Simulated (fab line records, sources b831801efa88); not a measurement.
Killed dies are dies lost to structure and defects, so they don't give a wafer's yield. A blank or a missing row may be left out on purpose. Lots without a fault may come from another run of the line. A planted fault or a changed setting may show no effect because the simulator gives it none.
Which tool did it? | flow gf180mcu | 7 lots, 21 wafers sampled, at 2 steps of a route of 602

WHAT THE GAUGES READ, wafer by wafer
GF_M4_OVL_MEAS_15.
lot  | measured     | on         | M4_OVL (nm)
L910 | day 23 18:04 | overlay-02 | -2 1 -1
L913 | day 24 20:52 | overlay-02 | 1 3 5
L916 | day 26 01:10 | overlay-01 | 11 10 10
L920 | day 27 06:32 | overlay-01 | -1 4 -7
L925 | day 28 16:44 | overlay-02 | - - -
L928 | day 29 12:13 | overlay-01 | -2 -6 -3
L931 | day 30 05:51 | overlay-02 | 5 0 3

WHICH TOOL RAN EACH LOT (tool, then ch and the chambers of the sampled wafers, then the start)
lot  | GF_M4_DEVELOP_13
L910 | litho_track-03 ch 0, day 23 17:49
L913 | litho_track-03 ch 0, day 24 20:35
L916 | litho_track-03 ch 0, day 26 00:55
L920 | litho_track-04 ch 0, day 27 06:16
L925 | litho_track-02, day 28 16:28
L928 | litho_track-03 ch 0, day 29 11:56
L931 | litho_track-04 ch 0, day 30 05:35
- GF_M4_DEVELOP_13: develop time 60 s.

THE ANSWER, worked out from the rows above alone
Rule: what is usual is taken from the lots themselves. Put in order of their means at a reading, lots are off if they are a third of the lots or fewer, leave a main group of 4 or more, and stand apart from it by a gap of 3 or more times the standard deviation of the main group's means; of several such gaps the widest counts. A main group whose means are all the same, to the digits that the tables above print for the reading, isn't used. A lot without any number at a reading at which 4 lots or more have one is off too. The other lots that the step has rows for count as sound.
Off: L925, at GF_M4_OVL_MEAS_15 (M4_OVL). Without a number there: L925. The main group: mean 2 nm, standard deviation 4.5.
A tool fits if, at a process step before that reading, it ran every lot that is off, and no sound lot after the first of them. The gauges at GF_M4_OVL_MEAS_15 are tried like those tools. One fits: litho_track-02 at GF_M4_DEVELOP_13. It ran no sound lot before its first lot that is off in this sample, so the start can't be narrowed down.

WHAT THE SIMULATOR HAD PUT IN
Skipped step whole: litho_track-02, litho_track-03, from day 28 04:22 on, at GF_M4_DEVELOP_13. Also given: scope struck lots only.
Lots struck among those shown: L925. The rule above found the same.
